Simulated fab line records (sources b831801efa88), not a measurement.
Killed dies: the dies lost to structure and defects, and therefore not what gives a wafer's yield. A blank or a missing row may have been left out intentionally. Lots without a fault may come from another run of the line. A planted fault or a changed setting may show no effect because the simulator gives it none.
A single fault, viewed from 2 desks + flow gf180mcu + what lay behind the numbers comes last; until then each desk has only its own

## FROM THE METROLOGY DESK
Lot by lot, what the gauges showed, no matter which tool ran the lot: averages of those sampled wafers that carry a number. If a lot's mean is further than 4 standard deviations from the usual mean, the lot is out of limits and carries the mark OUT (the distance appears in the brackets).
Columns: A = VT_IMPLANT_02_OVL at GF_VT_IMPLANT_OVL_MEAS_29, usual -0.1 nm; B = MVPSD_RS at GF_VT_IMPLANT_RS_MEAS_49, usual 1169.0 ohm/sq
| lot  | first seen here | A    | B      |
|------|-----------------|------|--------|
| L534 | day 6 18:14     | -0.3 | 1167.1 |
| L537 | day 7 12:53     | -1.6 | 1168.1 |
| L538 | day 7 22:43     | 0.5  | 1168.2 |
| L540 | day 8 09:38     | 1.4  | 1172.7 |
| L543 | day 9 20:34     | -2.0 | 1170.1 |
| L544 | day 9 21:11     | -0.3 | 1164.1 |
| L545 | day 10 08:05    | 0.5  | 1169.5 |
| L546 | day 10 08:58    | -0.0 | 1170.2 |
| L552 | day 11 18:56    | 1.2  | 1170.8 |
| L555 | day 12 13:34    | -0.5 | 1175.9 |
| L556 | day 12 21:14    | 0.7  | 1179.6 |
| L557 | day 13 04:40    | -3.1 | 1170.5 |
Finding of this desk: none of the 12 lots has anything out of limits.

## THE TOOL OWNER'S DESK: implanter-02
The tool's own readings at GF_MVPSD_IMPLANT_09, given as means over the sampled wafers that have a number, one for each lot that went through this tool. If a lot's mean is further than 4 standard deviations from the usual mean, the lot is out of limits and carries the mark OUT (the distance appears in the brackets).
Columns: A = tilt_deg at GF_MVPSD_IMPLANT_09, usual -0.002 degrees
| lot  | first seen here | A      |
|------|-----------------|--------|
| L538 | day 6 01:20     | -0.027 |
| L540 | day 6 10:14     | -0.006 |
| L544 | day 7 18:40     | 0.023  |
| L546 | day 8 05:10     | 0.014  |
| L555 | day 10 06:50    | 0.010  |
| L556 | day 10 13:14    | -0.017 |
Finding of this desk: none of the 6 lots has anything out of limits.

## TAKEN TOGETHER
The metrology desk saw nothing out of limits.
The desk of the tool owner found nothing out of limits.

## WHAT WAS PUT IN BY THE SIMULATOR
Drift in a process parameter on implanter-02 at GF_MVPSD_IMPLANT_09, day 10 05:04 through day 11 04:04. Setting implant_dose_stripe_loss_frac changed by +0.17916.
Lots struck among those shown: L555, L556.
